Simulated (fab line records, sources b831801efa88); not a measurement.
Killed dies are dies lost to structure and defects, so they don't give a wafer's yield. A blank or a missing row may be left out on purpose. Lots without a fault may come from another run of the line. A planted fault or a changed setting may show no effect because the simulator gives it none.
A struck lot beside a sound one | flow sky130 | 26 steps out of a route of 708
Sound: wafers L787.2, L787.3, L787.6. Struck: wafers L796.2, L796.5. (L796.1 of the same lot was not struck and is left out.) The cause comes at the end.
At each step with rows: each side's tool, then ch and its chambers, then its first start. Under that, the readings that differ: sound wafers | struck wafers | difference of the means | sigmas: that difference in standard deviations of wafers without a fault.
alike: readings whose means differ by less than 2 such deviations, and words and numbers that are the same on both sides. not compared: withheld readings, readings that some wafer has no value for, bounds like >300 that may hide the same value, and numbers for which the record gives no deviation and whose values overlap.
The two part at a step that has a row with sigmas, a row that says differs or no value, or rows on one side only. Numbers that don't overlap but have no deviation are shown without sigmas and don't part them. A reading that every wafer of one side lacks parts them only if that side has two wafers or more.

first, 3 steps without rows for these wafers: SKY_CAP2M_EXPOSE_09 (exposes mask CAP2M, target cd 1000 nm); SKY_CAP2M_PEB_10; SKY_CAP2M_DEVELOP_11 (develop time 60 s).
SKY_CAP2M_OVL_MEAS_12:
  sound on overlay-02, day 42 00:16; struck on overlay-02, day 45 03:10
  reading        | sound       | struck    | difference | sigmas
  CAP2M_OVL (nm) | 1.7 1.2 1.8 | -3.8 -3.9 | -5.4       | -3
SKY_CAP2M_METAL_ETCH_13: etches TiN in Cl2/BCl3, stops on SiO2, target depth 220 nm, time 62.9 s.
  sound on rie_metal-04 ch 0,1, day 42 00:17; struck on rie_metal-04 ch 1, day 45 03:11
  alike: drypump_motor_current_A, oes_product_au, rf_fwd_power_W, throttle_valve_pct
  not compared: rf_hours_counter_h
SKY_CAP2M_STRIP_14: strips in O2/N2.
  sound on plasma_asher-03 ch 0,1, day 42 00:22; struck on plasma_asher-04 ch 0,1, day 45 03:16
  alike: drypump_motor_current_A, oes_product_au, strip_time_to_endpoint_s
  not compared: rf_hours_counter_h
then, 6 steps without rows for these wafers: SKY_CAP2M_STRIP_15 (strips in post etch residue remover, time 1200 s); SKY_CAP2M_CLEAN_16 (cleans in IPA, time 180 s); SKY_CAP2M_CLEAN_17 (cleans in O3/DIW); SKY_METAL4_DEHYDRATE_05 (time 60 s); SKY_METAL4_HMDS_06 (prime time 60 s); SKY_METAL4_COAT_07 (resist thk 60 nm).
SKY_METAL4_COAT_08: resist thk 1140 nm.
  sound on litho_track-04 ch 0, day 42 11:00; struck on litho_track-04 ch 0, day 45 14:00
  reading                                       | sound          | struck    | difference | sigmas
  model.KrF-thick_of_METAL4_COAT_08.thk_nm (nm) | 1142 1142 1142 | 1176 1175 | +34        |
then, 4 steps without rows for these wafers: SKY_METAL4_SOFTBAKE_09 (time 90 s); SKY_METAL4_EXPOSE_10 (exposes mask MM4, target cd 300 nm); SKY_METAL4_PEB_11; SKY_METAL4_DEVELOP_12 (develop time 60 s).
SKY_METAL4_CD_MEAS_13: target cd 300 nm.
  sound on cd_sem-01, day 42 23:20; struck on cd_sem-01, day 46 01:01
  reading    | sound             | struck      | difference | sigmas
  cd_nm (nm) | 300.4 299.5 299.4 | 303.9 303.8 | +4.1       | +3
SKY_METAL4_OVL_MEAS_14:
  sound on overlay-01, day 42 23:26; struck on overlay-02, day 46 01:08
  alike: METAL4_OVL
SKY_METAL4_DESCUM_15: chemistry O2, time 8 s.
  sound on rie_metal-02 ch 0,1, day 42 23:28; struck on rie_metal-03 ch 1, day 46 01:10
  alike: drypump_motor_current_A, oes_product_au, rf_fwd_power_W
  not compared: rf_hours_counter_h
SKY_METAL4_ETCH_16: etches BARC in N2/H2, stops on SiO2, time 88.2 s, target depth 60 nm.
  sound on rie_metal-02 ch 0,1, day 42 23:29; struck on rie_metal-03 ch 1, day 46 01:11
  reading            | sound             | struck      | difference | sigmas
  rf_fwd_power_W (W) | 496.9 499.1 497.2 | 492.6 493.8 | -4.5       | -3
  alike: drypump_motor_current_A, oes_product_au, throttle_valve_pct
  not compared: rf_hours_counter_h
SKY_METAL4_ETCH_17: etches SiO2 in C4F8/O2/Ar, stops on TiN, time 3.9 s, target depth 15 nm.
  sound on rie_diel-02 ch 0,1,2, day 42 23:35; struck on rie_diel-01 ch 0,3, day 46 01:17
  alike: oes_product_au, rf_fwd_power_W
SKY_METAL4_METAL_ETCH_18: etches the open film in Cl2/BCl3, stops on SiO2, target depth 845 nm, time 183.1 s.
  sound on rie_metal-04 ch 0,1, day 42 23:37; struck on rie_metal-02 ch 0,1, day 46 01:19
  alike: drypump_motor_current_A, oes_product_au, rf_fwd_power_W, throttle_valve_pct
  not compared: rf_hours_counter_h, model.KrF-thick_of_METAL4_COAT_08.thk_nm
SKY_METAL4_STRIP_19: strips in O2/N2.
  sound on plasma_asher-01 ch 0,1, day 42 23:47; struck on plasma_asher-01 ch 0, day 46 01:29
  alike: drypump_motor_current_A, oes_product_au, strip_time_to_endpoint_s
  not compared: rf_hours_counter_h
then, 1 step without rows for these wafers: SKY_METAL4_STRIP_20 (strips in post etch residue remover, time 1200 s).
-- the record jumps here: 4 days lie between the struck wafers' starts before and after (it left off in module METAL4 and takes up again in module PAD_OPEN, whose first step shown is number 708 of the route) --
SKY_PAD_OPEN_PROBE_99:
  sound on prober-02, day 46 18:58; struck on prober-01, day 49 16:55
  alike: defect_limited_yield, killed_at_M0_to_M3, killed_at_M4_up, killed_at_contacts, killed_at_front_end, killed_at_other, killed_dies, killed_open, killed_short, sort_bin_3_pad_short, sort_bin_5_function, sort_bin_6_memory, sort_n_pass, sort_yield_pct

WHERE THEY PART
First at SKY_CAP2M_OVL_MEAS_12; last, within this record, at SKY_METAL4_ETCH_16. Later steps at which nothing parts them and some readings are alike: SKY_METAL4_ETCH_17, SKY_METAL4_METAL_ETCH_18, SKY_METAL4_STRIP_19, SKY_PAD_OPEN_PROBE_99.

WHY: what the simulator had put in
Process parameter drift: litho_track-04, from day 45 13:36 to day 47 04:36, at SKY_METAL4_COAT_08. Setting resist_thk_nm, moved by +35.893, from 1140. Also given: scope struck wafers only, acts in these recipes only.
